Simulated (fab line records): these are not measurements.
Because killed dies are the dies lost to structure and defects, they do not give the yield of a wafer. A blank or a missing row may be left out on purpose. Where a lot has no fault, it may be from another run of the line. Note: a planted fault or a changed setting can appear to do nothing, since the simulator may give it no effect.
Comparing a struck lot with a sound one	flow gf180mcu	15 out of 602 route steps
Sound: the wafers L415.1, L415.2, L415.5. Struck: wafer L421.3 (left out: L421.2, L421.6 of the same lot, which were not struck); the cause appears at the end.
Order at every step that has rows: each side's tool, ch and its chambers, its first start. Under that, the readings that differ: sound wafers	struck wafers	difference of the means	sigmas: that difference in standard deviations of wafers without a fault.
alike: readings with means less than 2 such deviations apart, plus words and numbers identical on both sides. not compared: withheld readings, readings lacking a value on some wafer, bounds such as >300 that could conceal the same value, and numbers that have no deviation in the record and whose values overlap.
Wherever a step has rows on one side only, a row that says differs or no value, or a row with sigmas, the two part there. Numbers that don't overlap but have no deviation are shown without sigmas and don't part them. Lack of a reading on every wafer of one side parts them only where that side has two or more wafers.

GF_TOP_METAL_SPUTTER_04: material TiN, target thk 25 nm, time 20.8 s.
  struck on pvd-sputter-03, day 29 13:09; sound on pvd-sputter-02, day 28 00:46
  alike: throttle-valve-pct
GF_TOP_METAL_RS_MEAS_05: measures by four-point-probe.
  struck on film-metro-03, day 29 13:12; sound on film-metro-03, day 28 00:47
  alike: TOP_METAL_ALCU_RS
GF_TOP_METAL_THK_MEAS_06: measures by xrf.
  struck on film-metro-03, day 29 13:19; sound on film-metro-03, day 28 00:55
  alike: TOP_METAL_ALCU_THK
then, 7 steps without rows for these wafers: GF_TOP_METAL_DEHYDRATE_07 (time 60 s); GF_TOP_METAL_HMDS_08 (prime time 60 s); GF_TOP_METAL_COAT_09 (resist thk 1500 nm); GF_TOP_METAL_SOFTBAKE_10 (time 60 s); GF_TOP_METAL_EXPOSE_11 (exposes mask MetalTop, target cd 440 nm); GF_TOP_METAL_PEB_12; GF_TOP_METAL_DEVELOP_13 (develop time 60 s).
GF_TOP_METAL_CD_MEAS_14: target cd 440 nm.
  struck on cd-sem-02, day 30 08:01; sound on cd-sem-01, day 28 19:53
  alike: cd-nm
GF_TOP_METAL_OVL_MEAS_15:
  struck on overlay-02, day 30 08:07; sound on overlay-02, day 28 20:01
  alike: TOP_METAL_OVL
GF_TOP_METAL_METAL_ETCH_16: etches the open film in Cl2/BCl3, stops on SiO2, target depth 1197 nm, time 199.5 s.
  sound on rie-metal-01 ch 0,1, day 28 20:03; struck on rie-metal-02 ch 0, day 30 08:08
reading	sound	struck	difference	sigmas
chamber-pressure-mTorr (mTorr)	8.005 7.990 8.006	9.594	+1.594	+99 or more
drypump-motor-current-A (A)	5.6 6.0 5.6	6.7	+1.0	+2
model.NOVOLAK_of_TOP_METAL_COAT_09.thk-nm (nm)	1015 1028 1024	1010	-12	
  alike: he-backside-leak-sccm, oes-product-au, throttle-valve-pct
  not compared: rf-hours-counter-h
GF_TOP_METAL_STRIP_17: strips in O2/N2.
  sound on plasma-asher-02 ch 0,1, day 28 20:14; struck on plasma-asher-03 ch 0, day 30 08:20
  alike: drypump-motor-current-A, heater-power-w, oes-product-au, strip-time-to-endpoint-s
  not compared: rf-hours-counter-h
GF_PASSIVATION_PROBE_99:
  sound wafers here have rows in the record (prober-01, day 29 19:29); struck ones have none

WHERE THEY PART
At GF_TOP_METAL_METAL_ETCH_16 first; at GF_PASSIVATION_PROBE_99 last (within this record only).

WHY: the cause the simulator had injected
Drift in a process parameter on rie-metal-02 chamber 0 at GF_TOP_METAL_METAL_ETCH_16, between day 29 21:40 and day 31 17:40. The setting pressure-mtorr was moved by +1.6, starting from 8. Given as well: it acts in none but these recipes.
